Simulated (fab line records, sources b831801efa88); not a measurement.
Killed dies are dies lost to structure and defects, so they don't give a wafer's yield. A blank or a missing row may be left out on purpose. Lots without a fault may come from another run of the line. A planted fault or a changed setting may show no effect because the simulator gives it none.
fab line records | flow gf180mcu
record lots=6 wafers=18 last_day=34
route steps=602 shown NWELL@44 LVPWELL@54
lots that met no fault: from a run of the same line without faults
start_h: hours from the record's first day to the start of the lot's first wafer shown | wait_h: hours since the lot's step before | " the same as in the row above | L1.1+2: a row that stands for several wafers | - no value, or no start given | * or withheld: withheld | < > ~ a bound
route shown NAME@n: a module of which the file shows steps, and the number in the route of the first | usual: mean/standard deviation of fault-free wafers | same: alike in all rows | chamber/n: place in a boat | sites: the reading at each site | _std_site: their standard deviation | _edge_site: outer sites' mean less inner sites' | radius_mm: how far each site lies from the wafer's centre | mask NAME#n: copy n | behind: the tool/chamber that last shaped the wafer | hold: why the lot was held/for how many hours/how that ended | device: the transistor (n, p or np) that didn't switch | end of line: the same wafers' tests at the end of the route | a step without rows: its recipe alone | killed: dies lost to structure and defects at the first sort, not the wafer's yield | map: a wafer's dies, x killed, . not, _ none there
set.NAME: the setting as run; set.NAME@STEP: as run at that earlier step | model.NAME: the simulator's own value behind a step, which no gauge read
lots at some steps of the route; a table a step, a row a wafer
services: from which hour (start_h, from the record's first day; less than 0 if before it) a tool's chamber was out of use, for how many hours, and why
## steps
# step GF_NWELL_COAT_02
# recipe spin_rpm=2000 resist_thk_nm=3000
# step GF_NWELL_SOFTBAKE_03
# recipe temp_c=110 time_s=withheld
# step GF_NWELL_EXPOSE_04
# recipe mask_id=Nwell target_cd_nm=860 na=0.6 source_shape=conventional sigma_outer=0.6 dose_mj=260
# step GF_NWELL_PEB_05
# recipe temp_c=115 time_s=withheld
# step GF_NWELL_DEVELOP_06
# recipe wall_angle_deg=90 develop_time_s=60 dev_temp_c=23
# step GF_NWELL_OVL_MEAS_07
# usual NWELL_OVL=-1.0/1.5
# columns lot.wafer tool chamber start_h wait_h NWELL_OVL[nm]
L941.1 overlay-01 - 88.93 - -1.6
L941.3 " - " " -3.1
L941.5 " - " " -3.3
L942.3 overlay-01 - 98.11 - -1.1
L942.4 " - " " -2.0
L942.6 " - " " -2.0
L946.3 overlay-02 - 117.55 - -2.8
L946.5 " - " " -2.1
L946.6 " - " " -2.1
L947.2 overlay-02 - 123.66 - 2.1
L947.3 " - " " -0.5
L947.6 " - " " 0.9
L952.3 overlay-02 - 148.44 - -1.8
L952.4 " - " " -2.9
L952.5 " - " " -1.5
L958.1 overlay-01 - 180.94 - -2.0
L958.5 " - " " -2.9
L958.6 " - " " -2.3
# step GF_NWELL_IMPLANT_08
# recipe species=P energy_kev=450 dose_cm2=1.5e+13 tilt_deg=0
# step GF_NWELL_IMPLANT_09
# recipe species=P energy_kev=160 dose_cm2=4e+12 tilt_deg=0
# step GF_NWELL_STRIP_10
# recipe chemistry=O2/N2 power_w=1400 pressure_mtorr=1500 platen_temp_c=250 o2_flow_sccm=3000 n2_flow_sccm=300 overash_fraction=0.5
# usual drypump_motor_current_A=5.7/0.44 heater_power_w=320/22 n2_flow_sccm=300.0/1.1 oes_product_au=0.722/0.0047 strip_time_to_endpoint_s=36.97/0.084
# columns lot.wafer tool chamber start_h wait_h drypump_motor_current_A heater_power_w n2_flow_sccm oes_product_au rf_hours_counter_h strip_time_to_endpoint_s
L941.1 plasma_asher-01 1 89.27 0.1 6.1 315 299.2 0.713 28 36.86
L941.3 " 1 " " 6.1 311 299.4 0.724 - 36.84
L941.5 " 1 " " 6.1 317 299.0 0.716 - 36.90
L942.3 plasma_asher-02 1 98.47 0.1 6.3 357 300.9 0.730 - 37.09
L942.4 " 0 " " 5.9 295 299.6 0.716 - 37.07
L942.6 " 1 " " 6.3 353 299.8 0.716 - 37.00
L946.3 plasma_asher-02 0 117.91 0.1 5.8 307 299.8 0.722 - 37.01
L946.5 " 0 " " 5.8 307 300.6 0.721 - 37.02
L946.6 " 1 " " 6.4 349 298.4 0.724 - 37.02
L947.2 plasma_asher-04 1 123.99 0.1 5.2 304 300.0 0.713 50 37.02
L947.3 " 1 " " 5.2 301 298.8 0.716 - 36.94
L947.6 " 0 " " 5.2 316 297.7 0.724 - 37.01
L952.3 plasma_asher-04 0 148.80 0.1 5.2 313 300.2 0.724 - 36.90
L952.4 " 1 " " 5.2 308 299.2 0.721 - 36.95
L952.5 " 1 " " 5.3 300 299.9 0.716 - 37.02
L958.1 plasma_asher-02 1 181.28 0.1 6.4 356 300.7 0.721 7 36.98
L958.5 " 0 " " 5.9 301 299.4 0.721 - 36.97
L958.6 " 1 " " 6.3 360 299.9 0.727 - 36.94
# step GF_NWELL_TW_MEAS_11
# usual NWELL_TW=1554/12
# columns lot.wafer tool chamber start_h wait_h NWELL_TW
L941.1 film_metro-03 - 89.37 0.1 1564
L941.3 " - " " 1565
L941.5 " - " " 1559
L942.3 film_metro-02 - 98.56 0.1 1552
L942.4 " - " " 1548
L942.6 " - " " 1551
L946.3 film_metro-02 - 118.00 0.1 1546
L946.5 " - " " 1547
L946.6 " - " " 1545
L947.2 film_metro-01 - 124.10 0.1 1544
L947.3 " - " " 1545
L947.6 " - " " 1543
L952.3 film_metro-01 - 148.89 0.1 1541
L952.4 " - " " 1550
L952.5 " - " " 1540
L958.1 film_metro-02 - 181.38 0.1 1550
L958.5 " - " " 1551
L958.6 " - " " 1552
# step GF_LVPWELL_DEHYDRATE_00
# recipe temp_c=200 time_s=60
# step GF_LVPWELL_HMDS_01
# recipe prime_time_s=60 prime_temp_c=120
# step GF_LVPWELL_COAT_02
# recipe spin_rpm=2000 resist_thk_nm=3000
# columns lot.wafer tool chamber start_h wait_h model.coat_of_LVPWELL_COAT_02.thk_nm
L941.1 litho_track-02 0 96.17 0.1 2984
L941.3 " 0 " " 2988
L941.5 " 0 " " 2986
L942.3 litho_track-01 0 105.38 0.1 2996
L942.4 " 0 " " 2994
L942.6 " 0 " " 2995
L946.3 litho_track-01 0 124.68 0.1 3003
L946.5 " 0 " " 3005
L946.6 " 0 " " 3013
L947.2 litho_track-01 0 131.21 0.1 991.8
L947.3 " 0 " " 992.3
L947.6 " 0 " " 992.5
L952.3 litho_track-01 0 156.38 0.1 989.7
L952.4 " 0 " " 993.9
L952.5 " 0 " " 993.6
L958.1 litho_track-04 0 189.10 0.1 3007
L958.5 " 0 " " 3022
L958.6 " 0 " " 3013
# step GF_LVPWELL_SOFTBAKE_03
# recipe temp_c=110 time_s=withheld
# step GF_LVPWELL_EXPOSE_04
# recipe mask_id=LVPWELL target_cd_nm=600 na=0.6 source_shape=conventional sigma_outer=0.6 dose_mj=260
# step GF_LVPWELL_PEB_05
# recipe temp_c=115 time_s=withheld
# step GF_LVPWELL_DEVELOP_06
# recipe wall_angle_deg=90 develop_time_s=60 dev_temp_c=23
# columns lot.wafer tool chamber start_h wait_h model.coat_of_LVPWELL_COAT_02.thk_nm
L941.1 litho_track-02 0 - - 2983
L941.3 " 0 " " 2987
L941.5 " 0 " " 2985
L942.3 litho_track-02 0 - - 2995
L942.4 " 0 " " 2992
L942.6 " 0 " " 2993
L946.3 litho_track-01 0 - - 3002
L946.5 " 0 " " 3004
L946.6 " 0 " " 3012
L947.2 litho_track-02 0 - - 990.7
L947.3 " 0 " " 991.3
L947.6 " 0 " " 991.5
L952.3 litho_track-02 0 - - 988.7
L952.4 " 0 " " 992.8
L952.5 " 0 " " 992.6
L958.1 litho_track-04 0 - - 3006
L958.5 " 0 " " 3021
L958.6 " 0 " " 3012
# step GF_LVPWELL_OVL_MEAS_07
# usual LVPWELL_OVL=-0.4/1.6
# columns lot.wafer tool chamber start_h wait_h LVPWELL_OVL[nm]
L941.1 overlay-01 - 103.52 - 1.2
L941.3 " - " " 0.1
L941.5 " - " " 1.3
L942.3 overlay-01 - 112.78 - -0.4
L942.4 " - " " 0.1
L942.6 " - " " 0.7
L946.3 overlay-02 - 132.49 - -0.8
L946.5 " - " " -0.8
L946.6 " - " " -1.2
L947.2 overlay-01 - 139.88 - 1.9
L947.3 " - " " 1.8
L947.6 " - " " -0.2
L952.3 overlay-02 - 164.23 - -1.0
L952.4 " - " " -0.1
L952.5 " - " " -0.9
L958.1 overlay-01 - 197.60 - -2.5
L958.5 " - " " -2.4
L958.6 " - " " -0.2
# step GF_LVPWELL_IMPLANT_08
# recipe species=B energy_kev=170 dose_cm2=1.5e+13 tilt_deg=0
# step GF_LVPWELL_IMPLANT_09
# recipe species=B energy_kev=60 dose_cm2=5e+12 tilt_deg=0
# step GF_LVPWELL_STRIP_10
# recipe chemistry=O2/N2 power_w=1400 pressure_mtorr=1500 platen_temp_c=250 o2_flow_sccm=3000 n2_flow_sccm=300 overash_fraction=0.5
# usual drypump_motor_current_A=5.6/0.43 heater_power_w=321/22 n2_flow_sccm=299.9/1 oes_product_au=0.722/0.0048 strip_time_to_endpoint_s=36.95/0.11
# columns lot.wafer tool chamber start_h wait_h drypump_motor_current_A heater_power_w n2_flow_sccm oes_product_au rf_hours_counter_h strip_time_to_endpoint_s
L941.1 plasma_asher-04 1 103.86 0.1 5.3 305 299.2 0.718 47 36.76
L941.3 " 0 " " 5.2 305 300.5 0.734 - 36.80
L941.5 " 1 " " 5.3 300 299.1 0.717 - 36.80
L942.3 plasma_asher-03 0 113.14 0.1 6.1 322 300.0 0.719 - 36.92
L942.4 " 1 " " 5.5 366 300.3 0.727 - 36.88
L942.6 " 1 " " 5.5 373 299.2 0.718 - 36.89
L946.3 plasma_asher-02 0 132.85 0.1 5.8 304 299.9 0.713 - 37.00
L946.5 " 1 " " 6.4 350 299.8 0.716 - 37.02
L946.6 " 0 " " 5.8 315 299.3 0.731 - 37.09
L947.2 plasma_asher-03 0 140.21 0.1 6.1 320 299.5 0.720 47 13.37
L947.3 " 0 " " 6.1 324 299.0 0.719 - 13.37
L947.6 " 0 " " 6.1 316 299.4 0.720 - 13.38
L952.3 plasma_asher-04 1 164.59 0.1 5.3 308 300.3 0.712 - 13.33
L952.4 " 0 " " 5.2 307 299.2 0.717 - 13.39
L952.5 " 0 " " 5.2 310 299.3 0.716 - 13.39
L958.1 plasma_asher-04 1 197.94 0.1 5.2 310 299.7 0.720 57 37.03
L958.5 " 0 " " 5.2 309 299.2 0.720 - 37.21
L958.6 " 1 " " 5.2 297 299.9 0.733 - 37.10
# step GF_LVPWELL_TW_MEAS_11
# usual LVPWELL_TW=554/3.8
# columns lot.wafer tool chamber start_h wait_h LVPWELL_TW
L941.1 film_metro-02 - 103.96 0.1 553
L941.3 " - " " 550
L941.5 " - " " 553
L942.3 film_metro-02 - 113.23 0.1 554
L942.4 " - " " 552
L942.6 " - " " 556
L946.3 film_metro-03 - 132.94 0.1 556
L946.5 " - " " 558
L946.6 " - " " 559
L947.2 film_metro-03 - 140.32 0.1 558
L947.3 " - " " 560
L947.6 " - " " 556
L952.3 film_metro-02 - 164.67 0.1 554
L952.4 " - " " 555
L952.5 " - " " 551
L958.1 film_metro-03 - 198.04 0.1 563
L958.5 " - " " 559
L958.6 " - " " 559
## services
# columns tool chamber start_h hours kind
plasma_asher-02 - 69.69 3.1 repair
plasma_asher-02 - 84.47 0.5 repair
plasma_asher-03 - 88.39 2.8 pm
plasma_asher-01 - 103.53 2.9 repair
plasma_asher-02 - 108.75 9.0 pm
plasma_asher-02 0 108.75 9.0 vent_cycle
plasma_asher-02 1 108.75 9.0 vent_cycle
plasma_asher-02 0 117.75 - clean
plasma_asher-02 1 117.75 - clean
plasma_asher-03 - 128.55 10.4 repair
plasma_asher-01 - 154.77 2.8 pm
plasma_asher-04 - 184.71 2.8 pm
## key
first_sign step=GF_LVPWELL_STRIP_10 reading=strip_time_to_endpoint_s direction=down sigmas=99+ usual=* struck=*
effect none on later readings
model_effect step=GF_LVPWELL_COAT_02 value=coat_of_LVPWELL_COAT_02.thk_nm without=2990 struck=992.3
model_effect step=GF_LVPWELL_DEVELOP_06 value=coat_of_LVPWELL_COAT_02.thk_nm without=2989 struck=991.3
met_at GF_LVPWELL_COAT_02
struck_wafers L947.2,L947.3,L947.6,L952.3,L952.4,L952.5
sort_left_out L947.2,L947.3,L947.6,L952.3,L952.4,L952.5
tester_left_out L947,L952
onset_between 124.68 131.21
also_fits GF_NWELL_STRIP_10:plasma_asher-04,GF_LVPWELL_DEVELOP_06:litho_track-02
fault kind=process_parameter_drift tool=litho_track-01 chamber=- onset_h=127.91 steps=GF_LVPWELL_COAT_02 channel=resist_thk_nm offset=* shape=step end_h=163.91 acts_in=* stated=*
# tester_left_out: of these lots the tester's yield and bins aren't shown, on N5 and GAA mostly nor the transistor test; their killed dies are dies lost to structure and defects alone, not to doping, threshold or leakage, so they don't give the yield
# sort_left_out: the simulated sort isn't trusted on such a fault, so these wafers' sort isn't shown, and their yield isn't known
